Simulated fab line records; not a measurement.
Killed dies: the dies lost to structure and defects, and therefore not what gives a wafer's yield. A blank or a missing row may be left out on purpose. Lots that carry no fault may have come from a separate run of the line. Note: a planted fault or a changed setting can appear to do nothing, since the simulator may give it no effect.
fab line records	flow sky130
[record] lots = 7	wafers = 21	lastDay = 50
route steps=708 shown LOCAL_INTERCONNECT@405 CONTACT@406 PAD_OPEN@708
lots with no fault: from the same line, run without faults
startH: hours from the record's opening day to when the first of the lot's shown wafers began	waitH: how many hours have passed since the lot's step before this one	" repeats the value in the row above	L1.1+2: a row that stands for several wafers	- either no value or no given start	* or withheld: withheld	< > ~ a bound
route shown NAME@n: a module of which the file shows steps, and the number in the route of the first	usual: the fault-free wafers' mean and standard deviation	same: alike in all rows	chamber/n: place in a boat	sites: readings site by site	_std_site: the values' standard deviation	_edge_site: the outer-site mean with the inner-site mean subtracted	radiusMm: how far each site lies from the wafer's centre	mask NAME#n: copy n	behind: the most recent tool/chamber to have shaped the wafer	hold: why the lot was held/for how many hours/how that ended	device: transistor that didn't switch, given as n, p or np	end of line: tests of these same wafers at the route's end	for a step that has no rows: nothing shown but its recipe	killed: count of dies lost to structure and defects at first sort (not the wafer's yield)	map: per-die view of a wafer (x killed, . not killed, _ where there is no die)
set.NAME: setting as actually run; set.NAME@STEP: the setting as run at that earlier step	model.NAME: the simulator's own value behind a step, which no gauge read
lots seen at some steps along the route; tables by step, rows by wafer
services: when a tool's chamber went out of use (startH, in hours from the record's first day, below 0 if earlier), for how many hours, and the reason
[[steps]]
[step SKY_LOCAL_INTERCONNECT_CLEAN_18]
[recipe] chemistry = O3/DIW	dry = n2Spin
[step SKY_CONTACT_CVD_00]
[recipe] material = Si3N4	targetThkNm = 75	tempC = 400	timeS = withheld	rfW = 450
[usual] heaterPowerW = 729/100	susceptorTempC = 400.01/0.23
lot.wafer	tool	chamber	startH	waitH	heaterPowerW	susceptorTempC
L660.3	pecvd-03	0	732.34	0.0	609	399.94
L660.5	"	2	"	"	891	400.17
L660.6	"	0	"	"	600	399.89
L661.1	pecvd-03	0	750.30	0.0	653	400.47
L661.4	"	0	"	"	645	400.17
L661.5	"	2	"	"	831	400.31
L662.1	pecvd-01	0	750.62	0.0	662	400.25
L662.4	"	1	"	"	590	399.94
L662.5	"	0	"	"	692	400.10
L664.2	pecvd-02	0	775.74	0.0	799	400.12
L664.3	"	1	"	"	671	399.77
L664.6	"	2	"	"	769	400.10
L666.4	pecvd-01	1	802.54	0.0	663	400.19
L666.5	"	0	"	"	627	399.75
L666.6	"	2	"	"	804	400.09
L671.1	pecvd-02	0	828.10	0.0	786	399.92
L671.3	"	1	"	"	777	399.83
L671.6	"	0	"	"	802	399.99
L680.1	pecvd-03	0	890.87	0.0	736	400.04
L680.2	"	2	"	"	804	400.43
L680.3	"	1	"	"	721	399.93
[step SKY_CONTACT_THK_MEAS_01]
[recipe] reads = Si3N4_of_CONTACT_CVD_00
[usual] CONTACT_CVD_00_THK = 75.0/1.1
lot.wafer	tool	chamber	startH	waitH	CONTACT_CVD_00_THK[nm]
L660.3	filmMetro-02	-	732.39	-	73.8
L660.5	"	-	"	"	76.0
L660.6	"	-	"	"	74.3
L661.1	filmMetro-01	-	750.33	-	74.1
L661.4	"	-	"	"	75.8
L661.5	"	-	"	"	77.0
L662.1	filmMetro-02	-	750.65	-	74.2
L662.4	"	-	"	"	76.3
L662.5	"	-	"	"	75.8
L664.2	filmMetro-02	-	775.78	-	74.8
L664.3	"	-	"	"	73.5
L664.6	"	-	"	"	74.9
L666.4	filmMetro-01	-	802.58	-	75.5
L666.5	"	-	"	"	75.0
L666.6	"	-	"	"	73.6
L671.1	filmMetro-01	-	828.13	-	74.0
L671.3	"	-	"	"	74.6
L671.6	"	-	"	"	76.5
L680.1	filmMetro-02	-	890.91	-	76.2
L680.2	"	-	"	"	75.3
L680.3	"	-	"	"	74.5
[step SKY_CONTACT_HDPCVD_02]
[recipe] material = SiO2	targetThkNm = 565	sigmaOpenFrac = 0.3	timeS = 94.2	tempC = 600	sih4FlowSccm = 60	pressureMtorr = 6
[step SKY_CONTACT_THK_MEAS_03]
[recipe] reads = SiO2_of_CONTACT_HDPCVD_02
[usual] CONTACT_HDPCVD_THK = 565/5.7
lot.wafer	tool	chamber	startH	waitH	CONTACT_HDPCVD_THK[nm]
L660.3	filmMetro-04	-	732.52	0.1	558
L660.5	"	-	"	"	564
L660.6	"	-	"	"	555
L661.1	filmMetro-01	-	750.46	0.0	571
L661.4	"	-	"	"	561
L661.5	"	-	"	"	565
L662.1	filmMetro-02	-	750.78	0.0	573
L662.4	"	-	"	"	564
L662.5	"	-	"	"	567
L664.2	filmMetro-04	-	775.91	0.0	564
L664.3	"	-	"	"	555
L664.6	"	-	"	"	561
L666.4	filmMetro-04	-	802.71	0.0	557
L666.5	"	-	"	"	570
L666.6	"	-	"	"	563
L671.1	filmMetro-04	-	828.26	0.0	571
L671.3	"	-	"	"	561
L671.6	"	-	"	"	569
L680.1	filmMetro-04	-	891.04	0.0	565
L680.2	"	-	"	"	567
L680.3	"	-	"	"	562
[step SKY_CONTACT_CMP_04]
[recipe] material = SiO2	downForcePsi = 4	platenRpm = 60	padVelocityMS = 0.94248
[usual] motorCurrentA = 12.0/1.1	timeToEndpointS = 81/3.7
lot.wafer	tool	chamber	startH	waitH	motorCurrentA	timeToEndpointS
L660.3	cmp-02	3	732.71	0.2	11.7	84
L660.5	"	0	"	"	10.6	84
L660.6	"	1	"	"	12.2	86
L661.1	cmp-01	0	750.79	0.3	13.1	87
L661.4	"	2	"	"	13.2	76
L661.5	"	0	"	"	14.5	80
L662.4	cmp-01	2	751.09	0.3	13.0	78
L662.1	"	3	"	"	10.5	82
L662.5	"	1	"	"	11.5	81
L664.3	cmp-02	0	776.01	0.1	10.9	73
L664.2	"	1	"	"	12.7	79
L664.6	"	3	"	"	11.6	78
L666.4	cmp-02	2	802.79	0.1	11.1	76
L666.5	"	1	"	"	12.1	85
L666.6	"	2	"	"	10.9	76
L671.3	cmp-02	2	828.32	0.0	11.1	74
L671.1	"	1	"	"	11.9	84
L671.6	"	3	"	"	11.6	82
L680.1	cmp-02	2	891.15	0.1	11.6	77
L680.2	"	3	"	"	11.8	85
L680.3	"	0	"	"	11.4	78
[step SKY_CONTACT_BOW_MEAS_05]
[recipe] mode = bow
[usual] CONTACT_BOW = 81/7.3
lot.wafer	tool	chamber	startH	waitH	CONTACT_BOW[um]
L660.3	filmMetro-01	-	732.90	0.1	82
L660.5	"	-	"	"	76
L660.6	"	-	"	"	82
L661.1	filmMetro-02	-	751.04	0.2	84
L661.4	"	-	"	"	76
L661.5	"	-	"	"	87
L662.1	filmMetro-02	-	751.34	0.1	82
L662.4	"	-	"	"	82
L662.5	"	-	"	"	75
L664.2	filmMetro-04	-	776.28	0.2	79
L664.3	"	-	"	"	77
L664.6	"	-	"	"	78
L666.4	filmMetro-02	-	803.10	0.3	77
L666.5	"	-	"	"	83
L666.6	"	-	"	"	86
L671.1	filmMetro-01	-	828.62	0.1	79
L671.3	"	-	"	"	83
L671.6	"	-	"	"	74
L680.1	filmMetro-02	-	891.40	0.2	80
L680.2	"	-	"	"	93
L680.3	"	-	"	"	70
[step SKY_CONTACT_DEHYDRATE_06]
[recipe] tempC = 200	timeS = 60
[step SKY_CONTACT_HMDS_07]
[recipe] primeTimeS = 60	primeTempC = 120
[step SKY_CONTACT_COAT_08]
[recipe] resist = BARC	tempC = withheld	timeS = withheld	spinRpm = 3000	resistThkNm = 60
[step SKY_CONTACT_COAT_09]
[recipe] resist = KrF-thick	spinRpm = 3000	resistThkNm = 450
[step SKY_CONTACT_SOFTBAKE_10]
[recipe] tempC = 100	timeS = 90	resist = KrF-thick
[step SKY_CONTACT_EXPOSE_11]
[recipe] maskId = CTM1	na = 0.8	sourceShape = annular	sigmaInner = 0.55	sigmaOuter = 0.85	targetCdNm = 170	doseMj = 38
lot.wafer	tool	chamber	startH	waitH	mask	model.CONTACT.overlayXNm
L660.3+5+6	krfScanner-01	0	747.03	-	CTM1#0	3.119
L661.1+4+5	krfScanner-02	0	764.99	-	CTM1#0	-0.9003
L662.1+4+5	krfScanner-01	0	765.57	-	CTM1#0	1.914
L664.2+3+6	krfScanner-01	0	789.94	-	CTM1#0	66.61
L666.4+5+6	krfScanner-01	0	816.52	-	CTM1#0	60.84
L671.1+3+6	krfScanner-01	0	842.17	-	CTM1#0	66.7
L680.1+2+3	krfScanner-02	0	904.47	-	CTM1#0	-0.8511
[step SKY_CONTACT_PEB_12]
[recipe] pebTempC = withheld	pebTimeS = withheld	resist = KrF-thick
[step SKY_CONTACT_DEVELOP_13]
[recipe] developTimeS = 60	resist = KrF-thick	devTempC = 21
[step SKY_CONTACT_CD_MEAS_14]
[recipe] targetCdNm = 170
[usual] cdNm = 169.7/1.5
lot.wafer	tool	chamber	startH	waitH	cdNm
L660.3	cdSem-01	-	761.18	-	167.8
L660.5	"	-	"	"	166.7
L660.6	"	-	"	"	167.1
L661.1	cdSem-02	-	778.30	-	170.2
L661.4	"	-	"	"	169.6
L661.5	"	-	"	"	168.9
L662.1	cdSem-01	-	778.82	-	169.4
L662.4	"	-	"	"	169.1
L662.5	"	-	"	"	167.6
L664.2	cdSem-01	-	803.34	-	171.6
L664.3	"	-	"	"	170.8
L664.6	"	-	"	"	169.1
L666.4	cdSem-01	-	829.85	-	166.5
L666.5	"	-	"	"	166.3
L666.6	"	-	"	"	168.2
L671.1	cdSem-01	-	854.97	-	169.4
L671.3	"	-	"	"	170.6
L671.6	"	-	"	"	168.8
L680.1	cdSem-01	-	917.69	-	167.7
L680.2	"	-	"	"	169.1
L680.3	"	-	"	"	167.7
[step SKY_CONTACT_OVL_MEAS_15]
[usual] CONTACT_OVL = -1/4.2
lot.wafer	tool	chamber	startH	waitH	CONTACT_OVL[nm]
L660.3	overlay-02	-	761.27	0.1	6
L660.5	"	-	"	"	-3
L660.6	"	-	"	"	-5
L661.1	overlay-02	-	778.42	0.1	-7
L661.4	"	-	"	"	-8
L661.5	"	-	"	"	-1
L662.1	overlay-01	-	778.94	0.1	-1
L662.4	"	-	"	"	0
L662.5	"	-	"	"	1
L664.2	overlay-02	-	803.44	0.1	66
L664.3	"	-	"	"	64
L664.6	"	-	"	"	64
L666.4	overlay-01	-	829.93	0.1	63
L666.5	"	-	"	"	60
L666.6	"	-	"	"	68
L671.1	overlay-02	-	855.09	0.1	69
L671.3	"	-	"	"	63
L671.6	"	-	"	"	70
L680.1	overlay-02	-	917.81	0.1	-3
L680.2	"	-	"	"	-3
L680.3	"	-	"	"	-3
[step SKY_CONTACT_ETCH_16]
[recipe] chemistry = N2/H2	target = BARC	ionEnergyEv = 200	sourceW = 500	biasW = 100	pressureMtorr = 30	n2FlowSccm = 100	h2FlowSccm = 200	stopOn = SiO2	timeS = 45.9	targetDepthA = 600
[usual] drypumpMotorCurrentA = 5.8/0.46	oesProductAu = 0.855/0.0046	throttleValvePct = 13.225/0.01
lot.wafer	tool	chamber	startH	waitH	drypumpMotorCurrentA	oesProductAu	rfHoursCounterH	throttleValvePct
L660.3	rieDiel-03	3	761.30	0.0	5.3	0.853	18	13.221
L660.5	"	2	"	"	6.2	0.849	-	13.224
L660.6	"	3	"	"	5.2	0.859	-	13.241
L661.1	rieDiel-03	2	778.45	0.0	6.2	0.861	12	13.226
L661.4	"	0	"	"	5.7	0.857	38	13.224
L661.5	"	1	"	"	6.6	0.860	-	13.215
L662.1	rieDiel-04	2	778.97	0.0	5.6	0.855	10	13.244
L662.4	"	0	"	"	5.3	0.857	8	13.218
L662.5	"	0	"	"	5.3	0.859	-	13.211
L664.2	rieDiel-04	1	803.47	0.0	6.1	0.845	9	13.234
L664.3	"	2	"	"	5.7	0.859	10	13.234
L664.6	"	2	"	"	5.6	0.852	-	13.232
L666.4	rieDiel-01	2	829.95	0.0	5.8	0.858	13	13.213
L666.5	"	0	"	"	6.1	0.855	-	13.230
L666.6	"	3	"	"	5.0	0.858	-	13.222
L671.1	rieDiel-01	1	855.13	0.0	6.2	0.863	15	13.232
L671.3	"	0	"	"	6.1	0.852	11	13.221
L671.6	"	3	"	"	5.1	0.852	-	13.236
L680.1	rieDiel-03	3	917.85	0.0	5.3	0.853	23	13.212
L680.2	"	0	"	"	5.7	0.860	3	13.226
L680.3	"	2	"	"	6.1	0.857	15	13.226
[step SKY_PAD_OPEN_PROBE_99]
[usual] killed_at_M0_to_M3 = 46/6.7	killed_at_M4_up = 3.3/2	killedAtContacts = 24/5.4	killedAtFrontEnd = 15/4.3	killedAtOther = 0.4/0.64	killedDies = 89/9.1	killedOpen = 48/7.2	killedShort = 40/6.3
[same] grossDies = 492	killedAtBackSide = 0
lot.wafer	tool	chamber	startH	waitH	killed_at_M0_to_M3	killed_at_M4_up	killedAtContacts	killedAtFrontEnd	killedAtOther	killedDies	killedOpen	killedShort	model.etest.mconChain.rcOhm
L660.3	prober-01	-	1100.14	0.2	37	6	21	13	2	79	42	34	16.77
L660.5	prober-01	-	1100.24	0.2	39	3	29	19	1	91	49	41	17.16
L660.6	prober-01	-	1100.29	0.2	38	1	18	21	0	78	43	34	17.57
L661.1	prober-02	-	1112.14	0.1	46	6	27	15	0	94	48	46	16.4
L661.4	prober-02	-	1112.29	0.2	50	4	25	17	0	96	52	44	16.38
L661.5	prober-02	-	1112.34	0.2	46	4	23	28	1	102	46	53	17.38
L662.1	prober-02	-	1113.09	0.1	59	3	28	12	1	103	60	43	16.41
L662.4	prober-02	-	1113.24	0.2	39	3	33	19	0	94	56	38	17
L662.5	prober-02	-	1113.29	0.2	46	5	26	7	1	85	45	40	17.18
L664.2	prober-02	-	1130.51	0.1	42	6	21	19	0	88	51	34	17.74
L664.3	prober-02	-	1130.56	0.2	63	5	15	22	0	105	71	34	17.35
L664.6	prober-02	-	1130.71	0.2	55	0	32	15	0	102	53	48	17.56
L666.4	prober-02	-	1152.25	0.2	42	3	26	18	1	90	56	34	17.86
L666.5	prober-02	-	1152.30	0.2	46	5	17	22	1	91	50	41	18.43
L666.6	prober-02	-	1152.35	0.2	49	2	26	9	0	86	51	35	18.02
L671.1	prober-01	-	1167.22	0.1	36	1	20	13	0	70	41	29	17.77
L671.3	prober-01	-	1167.32	0.2	49	3	10	24	0	86	42	43	16.97
L671.6	prober-01	-	1167.47	0.2	44	5	24	15	0	88	43	45	18.3
L680.1	prober-01	-	1209.31	0.1	43	3	21	19	1	87	36	51	16.55
L680.2	prober-01	-	1209.36	0.1	46	2	23	15	0	86	48	38	16.04
L680.3	prober-01	-	1209.41	0.2	47	4	22	22	0	95	49	46	16.36
// killed by level:class
L660.3 FIELD_ISO:geometricParticle:open=7 LI_CONTACT:geometricParticle:open=7 VIA1:geometricParticle:open=7 VIA3:geometricParticle:open=7 CONTACT:geometricParticle:open=6 VIA1:geometricParticle:short=5 METAL4:geometricParticle:short=5 CONTACT:geometricParticle:short=4
L660.5 VIA1:geometricParticle:open=10 LOCAL_INTERCONNECT:geometricParticle:short=8 LI_CONTACT:geometricParticle:open=7 CONTACT:geometricParticle:open=7 FIELD_ISO:geometricParticle:open=6 VIA2:geometricParticle:short=6 VIA2:geometricParticle:open=6 POLY_GATE:geometricParticle:open=5
L660.6 POLY_GATE:geometricParticle:open=11 METAL2:geometricParticle:short=10 CONTACT:geometricParticle:open=9 VIA3:geometricParticle:open=6 VIA1:geometricParticle:open=5 VIA2:geometricParticle:open=5 METAL3:geometricParticle:short=5 FIELD_ISO:geometricParticle:open=4
L661.1 CONTACT:geometricParticle:open=14 VIA1:geometricParticle:open=9 METAL1:geometricParticle:short=7 METAL2:geometricParticle:short=7 VIA3:geometricParticle:short=6 VIA2:geometricParticle:open=6 FIELD_ISO:geometricParticle:open=5 CONTACT:geometricParticle:short=5
L661.4 CONTACT:geometricParticle:open=12 VIA1:geometricParticle:open=10 VIA2:geometricParticle:open=9 METAL2:geometricParticle:short=8 FIELD_ISO:geometricParticle:short=5 CONTACT:geometricParticle:short=5 METAL1:geometricParticle:short=5 VIA3:geometricParticle:open=5
L661.5 METAL1:geometricParticle:short=11 FIELD_ISO:geometricParticle:open=8 CONTACT:geometricParticle:open=8 FIELD_ISO:geometricParticle:short=6 CONTACT:geometricParticle:short=6 VIA1:geometricParticle:open=6 VIA2:geometricParticle:open=6 VIA3:geometricParticle:short=5
L662.1 VIA1:geometricParticle:open=17 VIA3:geometricParticle:open=11 LI_CONTACT:geometricParticle:open=10 CONTACT:geometricParticle:open=7 VIA1:geometricParticle:short=7 LOCAL_INTERCONNECT:geometricParticle:short=6 METAL2:geometricParticle:short=5 METAL1:geometricParticle:short=4
L662.4 LI_CONTACT:geometricParticle:open=11 VIA1:geometricParticle:open=10 CONTACT:geometricParticle:open=9 VIA3:geometricParticle:open=8 FIELD_ISO:geometricParticle:open=7 FIELD_ISO:geometricParticle:short=5 LOCAL_INTERCONNECT:geometricParticle:short=5 VIA1:geometricParticle:short=5
L662.5 CONTACT:geometricParticle:open=11 VIA1:geometricParticle:open=10 VIA3:geometricParticle:open=9 VIA1:geometricParticle:short=7 LI_CONTACT:geometricParticle:open=6 METAL1:geometricParticle:short=5 METAL2:geometricParticle:short=5 LOCAL_INTERCONNECT:geometricParticle:short=4
L664.2 VIA1:geometricParticle:open=15 LI_CONTACT:geometricParticle:open=7 FIELD_ISO:geometricParticle:open=6 VIA1:geometricParticle:short=6 FIELD_ISO:geometricParticle:short=5 CONTACT:geometricParticle:open=5 VIA2:geometricParticle:open=5 METAL2:geometricParticle:short=5
L664.3 VIA1:geometricParticle:open=19 VIA2:geometricParticle:open=10 METAL1:geometricParticle:short=9 FIELD_ISO:geometricParticle:open=8 CONTACT:geometricParticle:open=7 POLY_GATE:geometricParticle:open=6 LI_CONTACT:geometricParticle:open=6 METAL2:geometricParticle:short=6
L664.6 VIA1:geometricParticle:open=14 LOCAL_INTERCONNECT:geometricParticle:short=11 VIA2:geometricParticle:open=10 LI_CONTACT:geometricParticle:open=8 VIA1:geometricParticle:short=7 METAL1:geometricParticle:short=6 POLY_GATE:geometricParticle:open=5 CONTACT:geometricParticle:short=5
L666.4 VIA1:geometricParticle:open=12 POLY_GATE:geometricParticle:open=8 CONTACT:geometricParticle:open=7 LI_CONTACT:geometricParticle:open=6 CONTACT:geometricParticle:short=6 VIA3:geometricParticle:open=6 VIA2:geometricParticle:open=5 VIA1:geometricParticle:short=4
L666.5 FIELD_ISO:geometricParticle:open=10 VIA1:geometricParticle:open=9 VIA2:geometricParticle:open=8 CONTACT:geometricParticle:open=8 METAL1:geometricParticle:short=6 VIA2:geometricParticle:short=5 METAL2:geometricParticle:short=5 FIELD_ISO:geometricParticle:short=4
L666.6 CONTACT:geometricParticle:open=12 VIA1:geometricParticle:open=9 VIA2:geometricParticle:open=8 VIA3:geometricParticle:open=7 VIA1:geometricParticle:short=7 LI_CONTACT:geometricParticle:short=6 VIA2:geometricParticle:short=6 FIELD_ISO:geometricParticle:open=5
L671.1 CONTACT:geometricParticle:open=10 VIA1:geometricParticle:open=9 VIA2:geometricParticle:open=6 VIA1:geometricParticle:short=4 LI_CONTACT:geometricParticle:open=4 LOCAL_INTERCONNECT:geometricParticle:short=4 FIELD_ISO:geometricParticle:short=3 FIELD_ISO:geometricParticle:open=3
L671.3 VIA1:geometricParticle:short=8 VIA2:geometricParticle:open=8 VIA1:geometricParticle:open=7 METAL2:geometricParticle:short=7 SPACER:geometricParticle:open=6 METAL1:geometricParticle:short=6 POLY_GATE:geometricParticle:short=4 POLY_GATE:geometricParticle:open=4
L671.6 CONTACT:geometricParticle:open=13 METAL3:geometricParticle:short=8 VIA2:geometricParticle:open=7 VIA1:geometricParticle:short=6 POLY_GATE:geometricParticle:short=5 VIA1:geometricParticle:open=5 METAL2:geometricParticle:short=4 CONTACT:geometricParticle:short=4
L680.1 VIA1:geometricParticle:open=8 CONTACT:geometricParticle:short=6 METAL3:geometricParticle:short=6 POLY_GATE:geometricParticle:open=5 POLY_GATE:geometricParticle:short=5 LI_CONTACT:geometricParticle:short=5 VIA2:geometricParticle:open=5 METAL1:geometricParticle:open=5
L680.2 VIA1:geometricParticle:open=13 CONTACT:geometricParticle:open=10 VIA2:geometricParticle:open=9 METAL1:geometricParticle:short=6 FIELD_ISO:geometricParticle:open=5 POLY_GATE:geometricParticle:open=4 CONTACT:geometricParticle:short=4 VIA2:geometricParticle:short=4
L680.3 METAL2:geometricParticle:short=10 VIA1:geometricParticle:open=8 VIA3:geometricParticle:open=7 POLY_GATE:geometricParticle:open=7 LI_CONTACT:geometricParticle:open=7 VIA1:geometricParticle:short=7 CONTACT:geometricParticle:open=6 SPACER:geometricParticle:short=5
[[services]]
tool	chamber	startH	hours	kind
cmp-02	-	715.18	0.3	repair
rieDiel-03	1	729.34	15.0	repair
cmp-02	-	744.08	4.0	pm
cmp-02	-	748.08	4.9	pm
rieDiel-03	-	770.23	0.6	repair
rieDiel-03	2	778.72	9.5	repair
krfScanner-01	-	787.88	0.5	repair
rieDiel-03	0	791.14	3.5	repair
pecvd-03	1	794.91	20.6	repair
krfScanner-01	-	805.65	1.0	pm
pecvd-03	2	807.13	20.1	repair
krfScanner-01	-	810.26	0.8	pm
cmp-02	-	814.68	1.3	repair
krfScanner-01	-	833.21	4.9	repair
rieDiel-03	2	835.33	6.9	repair
krfScanner-01	-	838.86	1.3	pm
rieDiel-03	0	851.20	11.3	repair
krfScanner-01	-	851.31	3.6	pm
cmp-02	-	882.49	1.5	repair
pecvd-03	-	883.32	1.6	repair
rieDiel-03	-	884.56	0.2	repair
cmp-02	-	904.19	5.7	pm
pecvd-03	2	908.21	3.8	repair
rieDiel-03	0	912.96	3.5	repair
[[key]]
[firstSign] step = SKY_CONTACT_OVL_MEAS_15	reading = CONTACT_OVL	direction = up	sigmas = 16	usual = -1	struck = 65
effect none on later readings
[modelEffect] step = SKY_CONTACT_EXPOSE_11	value = CONTACT.overlayXNm	without = -1.34	struck = 64.72
[modelEffect] step = SKY_PAD_OPEN_PROBE_99	value = etest.mconChain.rcOhm	without = 16.93	struck = 17.78
metAt SKY_CONTACT_EXPOSE_11
struckWafers L664.2,L664.3,L664.6,L666.4,L666.5,L666.6,L671.1,L671.3,L671.6
testerLeftOut L664,L666,L671
onsetBetween 765.57 789.94
[fault] kind = scannerMatchingOverlay	tool = krfScanner-01	chamber = -	onsetH = 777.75	steps = SKY_CONTACT_EXPOSE_11	offset = 66.058
// testerLeftOut: of these lots the tester's yield and bins aren't shown, on N5 and GAA mostly nor the transistor test; their killed dies are dies lost to structure and defects alone, not to doping, threshold or leakage, so they don't give the yield
